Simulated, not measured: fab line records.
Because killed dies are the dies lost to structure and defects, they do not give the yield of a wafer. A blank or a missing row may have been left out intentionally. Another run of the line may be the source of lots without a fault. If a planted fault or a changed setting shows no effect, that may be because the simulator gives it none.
Matching of chambers | flow sky130 | SKY_POLY_CUT_ETCH_10 on rie_diel-04 has 4 sister chambers
The step etches BARC in N2/H2, stops on SiO2, time 45.9 s, target depth 60 nm. 8 wafers are shown with their chamber, then 7 later ones without.

## WAFERS WITH THEIR CHAMBER
wafer  | chamber | oes_product_au (a.u.) | throttle_valve_pct (%)
L676.2 | 3       | 0.854                 | 13.215
L676.4 | 2       | 0.852                 | 13.235
L676.5 | 0       | 0.855                 | 13.224
L677.2 | 1       | 0.860                 | 13.208
L677.3 | 2       | 0.858                 | 13.226
L677.5 | 3       | 0.856                 | 13.218
L680.3 | 1       | 0.854                 | 13.218
L680.4 | 0       | 0.850                 | 13.230

## WAFERS WHOSE CHAMBER IS MISSING
wafer  | oes_product_au (a.u.) | throttle_valve_pct (%)
L680.6 | 0.864                 | 13.237
L684.2 | 0.857                 | 13.220
L684.4 | 0.849                 | 13.228
L684.5 | 0.859                 | 13.228
L689.4 | 0.856                 | 13.206
L689.5 | 0.853                 | 13.216
L689.6 | 0.857                 | 13.228

## WHICH CHAMBER EACH WENT THROUGH
wafer  | from the rows above               | in truth
L680.6 | can't be placed: 2 or 0 or 3      | 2
L684.2 | can't be placed: 3 or 1 or 0 or 2 | 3
L684.4 | can't be placed: 0 or 2 or 3      | 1
L684.5 | can't be placed: 2 or 0 or 3 or 1 | 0
L689.4 | can't be placed: 1 or 3           | 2
L689.5 | can't be placed: 3 or 1 or 0      | 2
L689.6 | can't be placed: 2 or 0 or 3      | 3
0 of 7 placed correctly. Can't be placed from these rows: 7 (the true chamber is among the candidates in 4). 0 placed wrongly.
How it was worked out, from the rows above alone: a wafer's distance from a chamber is the root of the sum, over the readings, of the square of ((its reading less the chamber's mean) divided by the reading's scatter). The wafer belongs to the nearest chamber; if the next one is less than 2 further off, it can't be placed. Each chamber's mean is taken over the wafers shown for it. The scatter is the square root of a quotient: the sum, over the shown wafers, of each reading's squared deviation from its chamber's mean, divided by wafers minus chambers.
